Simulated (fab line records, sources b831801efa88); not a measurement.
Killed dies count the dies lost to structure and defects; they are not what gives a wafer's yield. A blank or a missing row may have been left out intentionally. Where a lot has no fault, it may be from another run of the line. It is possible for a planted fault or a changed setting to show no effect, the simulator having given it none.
fab line records	flow gf180mcu
[record] lots = 11	wafers = 33	last-day = 34
route steps=602 shown HV_LDD@198 NSD@245 SAB@273 SALICIDE@280
lots that met no fault: from a run of the same line without faults
start-h: hours from the record's opening day to when the first of the lot's shown wafers began	wait-h: hours elapsed since this lot's preceding step	" same as the row above	L1.1+2: one row covering several wafers at once	- either no value or no given start	* or withheld: withheld	< > ~ a bound
route shown NAME@n: NAME is a module with steps in the file, n the number in the route of the first one	usual: mean/standard deviation of fault-free wafers	same: alike in all rows	chamber/n: place in a boat	sites: per-site readings	_std_site: the values' standard deviation	_edge_site: the outer-site mean with the inner-site mean subtracted	radius-mm: for every site, how far away it sits from the centre of the wafer	mask NAME#n: copy n	behind: tool/chamber where the wafer was last shaped	hold: what put the lot on hold/how long, in hours/how the hold closed	device: whichever transistor did not switch (one of n, p or np)	end of line: tests of these same wafers at the route's end	for a step that has no rows: nothing shown but its recipe	killed: at the first sort, the dies lost to defects and structure; wafer yield is something else	map: a wafer's dies, x killed, . not, _ none there
set.NAME: the setting that was run; set.NAME@STEP: the one run at that earlier step	model.NAME: the simulator's own value behind a step, which no gauge read
the route's steps for a sample of lots (tables are steps, rows are wafers)
services: when a tool's chamber went out of use (start-h, in hours from the record's first day, below 0 if earlier), for how many hours, and the reason
[[steps]]
[step GF_HV_LDD_STRIP_22]
[recipe] chemistry = O2/N2	power-w = 1400	pressure-mtorr = 1500	platen-temp-c = 250	o2-flow-sccm = 3000	n2-flow-sccm = 300	overash-fraction = 0.5
[usual] drypump-motor-current-A = 5.8/0.48	heater-power-w = 341/35	oes-product-au = 0.715/0.0049	strip-time-to-endpoint-s = 12.62/0.038
lot.wafer	tool	chamber	start-h	wait-h	drypump-motor-current-A	heater-power-w	oes-product-au	rf-hours-counter-h	strip-time-to-endpoint-s
L825.1	plasma-asher-03	0	237.44	0.1	6.1	367	0.711	63	12.59
L825.4	"	0	"	"	6.1	364	0.717	-	12.63
L825.5	"	0	"	"	6.1	368	0.708	-	12.61
L826.1	plasma-asher-04	1	242.29	0.1	6.6	298	0.717	42	12.65
L826.2	"	0	"	"	5.8	316	0.703	42	12.59
L826.3	"	0	"	"	5.8	324	0.716	-	12.62
L827.1	plasma-asher-03	0	255.71	0.1	6.1	378	0.715	65	12.59
L827.3	"	1	"	"	5.5	348	0.716	-	12.64
L827.5	"	0	"	"	6.1	382	0.711	-	12.63
L830.1	plasma-asher-01	1	274.61	0.1	5.7	334	0.716	61	12.58
L830.2	"	0	"	"	5.1	394	0.711	61	12.58
L830.3	"	1	"	"	5.7	338	0.718	-	12.57
L831.1	plasma-asher-04	1	286.26	0.1	6.6	294	0.715	46	12.70
L831.2	"	0	"	"	5.8	323	0.718	46	12.71
L831.5	"	0	"	"	5.9	317	0.710	-	12.66
L833.3	plasma-asher-04	1	300.13	0.1	6.6	292	0.714	-	12.52
L833.4	"	0	"	"	5.9	314	0.727	-	12.61
L833.5	"	1	"	"	6.6	292	0.718	-	12.57
L834.3	plasma-asher-01	0	305.05	0.1	5.1	402	0.717	-	12.63
L834.4	"	1	"	"	5.7	344	0.708	-	12.61
L834.6	"	1	"	"	5.7	337	0.722	-	12.60
L837.1	plasma-asher-04	1	331.41	0.1	6.6	284	0.717	50	12.69
L837.3	"	0	"	"	5.9	317	0.717	-	12.64
L837.6	"	1	"	"	6.6	295	0.726	-	12.65
L840.1	plasma-asher-01	0	349.99	0.1	5.1	388	0.710	70	12.55
L840.2	"	1	"	"	5.7	332	0.706	70	12.52
L840.3	"	0	"	"	5.1	400	0.714	-	12.56
L843.1	plasma-asher-01	1	370.06	0.1	5.7	339	0.709	73	12.59
L843.3	"	1	"	"	5.7	340	0.710	-	12.65
L843.6	"	0	"	"	5.2	403	0.711	-	12.65
L844.1	plasma-asher-01	0	382.59	0.1	5.2	396	0.719	74	12.62
L844.2	"	1	"	"	5.7	329	0.711	74	12.65
L844.5	"	1	"	"	5.7	339	0.714	-	12.60
[step GF_NSD_IMPLANT_10]
[recipe] species = P	energy-kev = 40	dose-cm2 = 5e+14	tilt-deg = 7
[usual] dose-ions-cm2 = 5e+14/6.2e+11	end-station-pressure-torr = 7.3e-06/3.8e-07	faraday-current-uA = 2790/62
lot.wafer	tool	chamber	start-h	wait-h	dose-ions-cm2	end-station-pressure-torr	faraday-current-uA
L825.1	implanter-04	0	299.56	0.1	4.995e+14	7.7e-06	2710
L825.4	"	0	"	"	5.001e+14	7.5e-06	2758
L825.5	"	0	"	"	5e+14	7.4e-06	2724
L826.1	implanter-04	0	303.34	0.1	4.993e+14	7.4e-06	2840
L826.2	"	0	"	"	5.001e+14	7e-06	2794
L826.3	"	0	"	"	4.997e+14	7.6e-06	2796
L827.1	implanter-01	0	319.79	0.1	5.002e+14	7.7e-06	2708
L827.3	"	0	"	"	4.99e+14	7.4e-06	2810
L827.5	"	0	"	"	5.012e+14	7.9e-06	2775
L830.1	implanter-04	0	340.19	0.1	4.995e+14	7.2e-06	2789
L830.2	"	0	"	"	4.991e+14	7.8e-06	2878
L830.3	"	0	"	"	4.998e+14	7.3e-06	2851
L831.1	implanter-02	0	353.41	0.1	5e+14	7.4e-06	2877
L831.2	"	0	"	"	5.006e+14	7.2e-06	2893
L831.5	"	0	"	"	5.003e+14	6.9e-06	2877
L833.3	implanter-04	0	368.91	0.1	5.01e+14	7.3e-06	2654
L833.4	"	0	"	"	4.998e+14	7.6e-06	2799
L833.5	"	0	"	"	5.007e+14	7.4e-06	2700
L834.3	implanter-04	0	374.89	0.1	4.992e+14	7.4e-06	2743
L834.4	"	0	"	"	4.986e+14	6.3e-06	2738
L834.6	"	0	"	"	4.993e+14	7.2e-06	2831
L837.1	implanter-02	0	402.64	0.1	4.997e+14	7.5e-06	2850
L837.3	"	0	"	"	4.987e+14	7.6e-06	2759
L837.6	"	0	"	"	4.992e+14	7e-06	2812
L840.1	implanter-04	0	420.79	0.1	4.996e+14	7.3e-06	2781
L840.2	"	0	"	"	5.002e+14	7.9e-06	2858
L840.3	"	0	"	"	5.002e+14	6.9e-06	2823
L843.1	implanter-04	0	445.24	0.1	8.123e+14	9.7e-06	4412
L843.3	"	0	"	"	8.124e+14	8.7e-06	4539
L843.6	"	0	"	"	8.111e+14	9.1e-06	4495
L844.1	implanter-04	0	458.59	0.1	8.117e+14	7.6e-06	4372
L844.2	"	0	"	"	8.115e+14	9.1e-06	4483
L844.5	"	0	"	"	8.118e+14	8.3e-06	4435
[step GF_NSD_STRIP_11]
[recipe] chemistry = O2/N2	power-w = 1400	pressure-mtorr = 1500	platen-temp-c = 250	o2-flow-sccm = 3000	n2-flow-sccm = 300	overash-fraction = 0.5
[usual] drypump-motor-current-A = 5.6/0.41	heater-power-w = 351/27	oes-product-au = 0.487/0.0047	strip-time-to-endpoint-s = 22.96/0.041
lot.wafer	tool	chamber	start-h	wait-h	drypump-motor-current-A	heater-power-w	oes-product-au	rf-hours-counter-h	strip-time-to-endpoint-s
L825.1	plasma-asher-02	0	299.71	0.1	6.2	335	0.483	20	22.92
L825.4	"	0	"	"	6.2	335	0.488	-	22.90
L825.5	"	0	"	"	6.2	331	0.491	-	22.95
L826.1	plasma-asher-02	1	303.49	0.1	5.2	321	0.488	20	22.99
L826.2	"	0	"	"	6.2	340	0.491	20	23.00
L826.3	"	1	"	"	5.3	332	0.485	-	23.01
L827.1	plasma-asher-03	0	319.94	0.1	6.1	372	0.487	72	22.90
L827.3	"	0	"	"	6.1	370	0.489	-	22.92
L827.5	"	1	"	"	5.5	342	0.490	-	22.95
L830.1	plasma-asher-01	0	340.34	0.1	5.2	394	0.485	68	22.97
L830.2	"	1	"	"	5.7	340	0.486	68	22.97
L830.3	"	0	"	"	5.1	390	0.482	-	22.97
L831.1	plasma-asher-01	0	353.56	0.1	5.1	400	0.484	70	22.97
L831.2	"	1	"	"	5.7	332	0.492	70	22.95
L831.5	"	0	"	"	5.1	404	0.478	-	22.94
L833.3	plasma-asher-01	0	369.04	0.1	5.1	396	0.479	-	22.89
L833.4	"	1	"	"	5.7	339	0.482	-	22.90
L833.5	"	0	"	"	5.1	400	0.484	-	22.89
L834.3	plasma-asher-01	1	375.03	0.1	5.7	330	0.490	-	22.93
L834.4	"	0	"	"	5.1	408	0.473	-	22.93
L834.6	"	1	"	"	5.7	325	0.487	-	22.91
L837.1	plasma-asher-03	0	402.79	0.1	6.1	378	0.500	77	22.99
L837.3	"	1	"	"	5.5	338	0.491	-	22.97
L837.6	"	0	"	"	6.1	374	0.486	-	22.97
L840.1	plasma-asher-02	1	420.94	0.1	5.2	315	0.490	33	22.99
L840.2	"	0	"	"	6.2	351	0.484	33	22.97
L840.3	"	0	"	"	6.2	346	0.496	-	22.98
L843.1	plasma-asher-03	0	445.39	0.1	6.1	380	0.482	82	23.20
L843.3	"	0	"	"	6.1	373	0.485	-	23.16
L843.6	"	0	"	"	6.1	370	0.481	-	23.20
L844.1	plasma-asher-02	1	458.74	0.1	5.2	327	0.481	37	23.23
L844.2	"	0	"	"	6.2	344	0.489	37	23.25
L844.5	"	1	"	"	5.3	314	0.485	-	23.21
[step GF_PSD_RS_MEAS_14]
[recipe] thk-meas-gauge = four-point-probe
[usual] NSD_RS = 46.09/0.08
lot.wafer	tool	chamber	start-h	wait-h	hold	NSD_RS[ohm/sq]
L825.1	film-metro-04	-	321.34	0.1	-	46.12
L825.4	"	-	"	"	-	46.07
L825.5	"	-	"	"	-	46.15
L826.1	film-metro-02	-	325.24	0.1	-	46.18
L826.2	"	-	"	"	-	46.08
L826.3	"	-	"	"	-	46.16
L827.1	film-metro-04	-	342.09	0.1	-	46.21
L827.3	"	-	"	"	-	46.14
L827.5	"	-	"	"	-	46.22
L830.1	film-metro-02	-	361.89	0.1	-	45.82
L830.2	"	-	"	"	-	46.04
L830.3	"	-	"	"	-	46.07
L831.1	film-metro-01	-	376.09	0.1	-	45.97
L831.2	"	-	"	"	-	45.99
L831.5	"	-	"	"	-	46.07
L833.3	film-metro-04	-	391.68	0.1	-	46.14
L833.4	"	-	"	"	-	46.13
L833.5	"	-	"	"	-	46.01
L834.3	film-metro-02	-	397.83	0.1	-	46.11
L834.4	"	-	"	"	-	46.03
L834.6	"	-	"	"	-	46.18
L837.1	film-metro-02	-	427.15	0.1	-	46.10
L837.3	"	-	"	"	-	46.20
L837.6	"	-	"	"	-	46.12
L840.1	film-metro-01	-	446.44	0.1	-	46.11
L840.2	"	-	"	"	-	46.15
L840.3	"	-	"	"	-	46.10
L843.1	film-metro-04	-	469.64	0.1	await-dispo/0.2h/release	42.75
L843.3	"	-	"	"	await-dispo/0.2h/release	42.74
L843.6	"	-	"	"	await-dispo/0.2h/release	42.73
L843.1	film-metro-04	-	469.92	0.3	-	42.73
L843.3	"	-	"	"	-	42.67
L843.6	"	-	"	"	-	42.51
L844.1	film-metro-04	-	483.73	0.1	await-dispo/0.2h/release	42.61
L844.2	"	-	"	"	await-dispo/0.2h/release	42.62
L844.5	"	-	"	"	await-dispo/0.2h/release	42.73
L844.1	film-metro-04	-	484.16	0.4	-	42.63
L844.2	"	-	"	"	-	42.59
L844.5	"	-	"	"	-	42.61
[step GF_SAB_CD_MEAS_09]
[recipe] target-cd-nm = 420
[usual] cd-nm = 419.6/2.1
lot.wafer	tool	chamber	start-h	wait-h	cd-nm
L825.1	cd-sem-01	-	342.74	0.1	420.2
L825.4	"	-	"	"	420.6
L825.5	"	-	"	"	417.8
L826.1	cd-sem-01	-	346.98	0.1	420.3
L826.2	"	-	"	"	420.2
L826.3	"	-	"	"	418.4
L827.1	cd-sem-01	-	363.93	0.1	418.4
L827.3	"	-	"	"	417.7
L827.5	"	-	"	"	419.6
L830.1	cd-sem-02	-	384.63	0.1	419.7
L830.2	"	-	"	"	417.1
L830.3	"	-	"	"	416.2
L831.1	cd-sem-02	-	398.44	0.1	418.5
L831.2	"	-	"	"	418.3
L831.5	"	-	"	"	416.1
L833.3	cd-sem-01	-	415.07	0.1	418.1
L833.4	"	-	"	"	419.1
L833.5	"	-	"	"	420.4
L834.3	cd-sem-01	-	421.38	0.1	422.3
L834.4	"	-	"	"	420.8
L834.6	"	-	"	"	421.6
L837.1	cd-sem-01	-	450.99	0.1	418.7
L837.3	"	-	"	"	418.6
L837.6	"	-	"	"	418.9
L840.1	cd-sem-02	-	471.10	0.1	420.2
L840.2	"	-	"	"	422.8
L840.3	"	-	"	"	424.3
L843.1	cd-sem-02	-	494.03	0.1	424.4
L843.3	"	-	"	"	419.0
L843.6	"	-	"	"	419.3
L844.1	cd-sem-01	-	507.38	0.1	420.6
L844.2	"	-	"	"	420.9
L844.5	"	-	"	"	419.9
[step GF_SALICIDE_SPUTTER_02]
[recipe] material = Co	target-thk-nm = 10	power-w = 1000	time-s = 19.03	chamber-pressure-pa = 0.4
[usual] chamber-pressure-pa = 0.4000/0.0007	throttle-valve-pct = 30.0/1.2
[same] time-s = 19.03
lot.wafer	tool	chamber	start-h	wait-h	chamber-pressure-pa	throttle-valve-pct
L825.1	pvd-sputter-02	-	343.24	0.0	0.4007	29.6
L825.4	"	-	"	"	0.4000	31.2
L825.5	"	-	"	"	0.3992	29.7
L826.1	pvd-sputter-04	-	347.48	0.0	0.3992	31.2
L826.2	"	-	"	"	0.4004	30.0
L826.3	"	-	"	"	0.4011	29.8
L827.1	pvd-sputter-04	-	364.43	0.0	0.4003	31.2
L827.3	"	-	"	"	0.4020	30.9
L827.5	"	-	"	"	0.4014	29.7
L830.1	pvd-sputter-04	-	385.13	0.0	0.4007	29.9
L830.2	"	-	"	"	0.3998	31.0
L830.3	"	-	"	"	0.4000	30.0
L831.1	pvd-sputter-04	-	398.94	0.0	0.3991	29.9
L831.2	"	-	"	"	0.4007	30.9
L831.5	"	-	"	"	0.3996	31.0
L833.3	pvd-sputter-01	-	415.53	0.0	0.4001	29.0
L833.4	"	-	"	"	0.3995	26.3
L833.5	"	-	"	"	0.3999	26.7
L834.3	pvd-sputter-02	-	421.83	0.0	0.4004	29.7
L834.4	"	-	"	"	0.4002	30.1
L834.6	"	-	"	"	0.3998	31.6
L837.1	pvd-sputter-02	-	451.48	0.0	0.4015	29.7
L837.3	"	-	"	"	0.4000	29.8
L837.6	"	-	"	"	0.3992	29.9
L840.1	pvd-sputter-02	-	471.61	0.0	0.4000	30.8
L840.2	"	-	"	"	0.3997	29.7
L840.3	"	-	"	"	0.3999	31.3
L843.1	pvd-sputter-02	-	494.53	0.0	0.4004	29.8
L843.3	"	-	"	"	0.3997	31.3
L843.6	"	-	"	"	0.3980	29.8
L844.1	pvd-sputter-02	-	507.88	0.0	0.3992	29.9
L844.2	"	-	"	"	0.3998	31.1
L844.5	"	-	"	"	0.3996	29.7
[[services]]
tool	chamber	start-h	hours	kind
pvd-sputter-02	-	214.57	2.5	repair
plasma-asher-01	-	230.66	0.5	repair
plasma-asher-02	-	238.25	0.7	repair
plasma-asher-01	-	244.93	3.0	repair
pvd-sputter-02	-	261.13	7.4	repair
plasma-asher-01	-	264.39	1.0	repair
pvd-sputter-04	-	271.87	1.6	repair
plasma-asher-04	-	279.06	2.9	repair
implanter-02	-	286.46	18.5	pm
pvd-sputter-01	-	298.47	21.1	repair
plasma-asher-02	-	307.55	3.5	repair
plasma-asher-03	-	329.96	28.1	pm
pvd-sputter-04	-	348.10	0.9	repair
implanter-04	-	352.35	2.3	repair
pvd-sputter-02	-	367.53	5.7	repair
plasma-asher-03	-	368.41	4.2	repair
implanter-04	-	385.65	3.2	pm
plasma-asher-02	-	401.51	0.4	repair
implanter-02	-	418.05	1.2	repair
plasma-asher-01	-	421.25	9.0	pm
pvd-sputter-02	-	422.67	21.6	repair
pvd-sputter-04	-	435.47	4.8	repair
implanter-04	-	441.74	3.3	repair
plasma-asher-03	-	484.62	2.8	pm
[[key]]
[first-sign] step = GF_NSD_IMPLANT_10	reading = dose-ions-cm2	direction = up	sigmas = 99+	usual = 5e+14	struck = 8.118e+14
[effect] step = GF_NSD_IMPLANT_10	reading = faraday-current-uA	direction = up	sigmas = 27	usual = 2790	struck = 4456
[effect] step = GF_NSD_STRIP_11	reading = strip-time-to-endpoint-s	direction = up	sigmas = 6	usual = *	struck = *
[effect] step = GF_PSD_RS_MEAS_14	reading = visit	direction = added
[effect] step = GF_PSD_RS_MEAS_14	reading = NSD_RS	direction = down	sigmas = 43	usual = 46.09	struck = 42.70
met-at GF_NSD_IMPLANT_10
struck-lots L843,L844
tester-left-out L843,L844
not-acting-at GF_HV_LDD_STRIP_22,GF_SAB_CD_MEAS_09,GF_SALICIDE_SPUTTER_02
onset-between 420.79 445.24
[fault] kind = process-parameter-drift	tool = implanter-04	chamber = -	onset-h = 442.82	steps = GF_NSD_IMPLANT_10	channel = dose-cm2	offset = 3.1182e+14	shape = step	end-h = 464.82	acts-in = these-recipes-only	stated = 5e+14
// tester-left-out: of these lots the tester's yield and bins aren't shown, on N5 and GAA mostly nor the transistor test; their killed dies are dies lost to structure and defects alone, not to doping, threshold or leakage, so they don't give the yield
